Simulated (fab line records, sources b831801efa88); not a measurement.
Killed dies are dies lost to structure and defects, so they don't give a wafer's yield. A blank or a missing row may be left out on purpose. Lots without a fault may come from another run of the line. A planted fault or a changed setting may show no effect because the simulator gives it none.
A struck lot beside a sound one | flow gf180mcu | 15 steps out of a route of 602
Sound: wafers L299.1, L299.5, L299.6. Struck: wafers L309.1, L309.5. The cause comes at the end.
At each step with rows: each side's tool, then ch and its chambers, then its first start. Under that, the readings that differ: sound wafers | struck wafers | difference of the means | sigmas: that difference in standard deviations of wafers without a fault.
alike: readings whose means differ by less than 2 such deviations, and words and numbers that are the same on both sides. not compared: withheld readings, readings that some wafer has no value for, bounds like >300 that may hide the same value, and numbers for which the record gives no deviation and whose values overlap.
The two part at a step that has a row with sigmas, a row that says differs or no value, or rows on one side only. Numbers that don't overlap but have no deviation are shown without sigmas and don't part them. A reading that every wafer of one side lacks parts them only if that side has two wafers or more.

first, 3 steps without rows for these wafers: GF_V1_EXPOSE_11 (exposes mask Via1, target cd 260 nm); GF_V1_PEB_12 (peb time 90 s); GF_V1_DEVELOP_13 (develop time 60 s).
GF_V1_CD_MEAS_14: target cd 260 nm.
  sound on cd_sem-02, day 18 09:10; struck on cd_sem-02, day 22 11:40
  alike: cd_nm
GF_V1_OVL_MEAS_15:
  sound on overlay-01, day 18 09:17; struck on overlay-01, day 22 11:47
  alike: V1_OVL
GF_V1_ETCH_16: etches BARC in N2/H2.
  sound on rie_diel-02 ch 0,1, day 18 09:19; struck on rie_diel-02 ch 0,3, day 22 11:49
  alike: bias_w, drypump_motor_current_A, oes_product_au, throttle_valve_pct
GF_V1_ETCH_17: etches SiO2 in C4F8/O2/Ar, stops on TiN, target depth 630 nm.
  sound on rie_diel-02 ch 0,1; struck on rie_diel-02 ch 0,3
  alike: bias_w, oes_product_au
GF_V1_STRIP_18: strips in O2/N2.
  sound on plasma_asher-03 ch 0,1, day 18 09:27; struck on plasma_asher-01 ch 1, day 22 11:57
  alike: drypump_motor_current_A, heater_power_w, oes_product_au
  not compared: rf_hours_counter_h
then, 2 steps without rows for these wafers: GF_V1_STRIP_19 (strips in post etch residue remover, time 1200 s); GF_V1_CLEAN_20 (cleans in DIW).
GF_V1_SPUTTER_21: material Ti, target thk 15 nm, time 80.02 s.
  sound on pvd_sputter-02, day 18 10:01; struck on pvd_sputter-03, day 22 12:31
  alike: throttle_valve_pct
GF_V1_SPUTTER_22: material TiN, target thk 10 nm, time 40 s.
  sound on pvd_sputter-02, day 18 10:05; struck on pvd_sputter-03, day 22 12:35
  alike: throttle_valve_pct
GF_V1_CVD_23: deposits W, target thk 350 nm, time 105.05 s.
  sound on cvd_w-02 ch 0,1, day 18 10:07; struck on cvd_w-01 ch 0, day 22 12:37
  reading                          | sound             | struck      | difference | sigmas
  chamber_pressure_Torr (Torr)     | 39.92 39.90 39.90 | 37.20 37.18 | -2.72      | -32
  model.W_of_V1_CVD_23.thk_nm (nm) | 348.8 345.7 344.3 | 343.5 341.3 | -3.9       |
  alike: heater_power_w
GF_V1_RS_MEAS_24: measures by four-point-probe.
  sound on film_metro-01, day 18 10:14; struck on film_metro-03, day 22 12:44
  alike: V1_W_RS
GF_PASSIVATION_PROBE_99:
  the record has rows for the sound wafers here (prober-02, day 29 05:01) and none for the struck ones

WHERE THEY PART
First at GF_V1_CVD_23; last, within this record, at GF_PASSIVATION_PROBE_99.

WHY: what the simulator had put in
Process parameter drift: cvd_w-01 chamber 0, from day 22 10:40 on, at GF_V1_CVD_23. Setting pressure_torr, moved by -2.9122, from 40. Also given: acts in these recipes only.
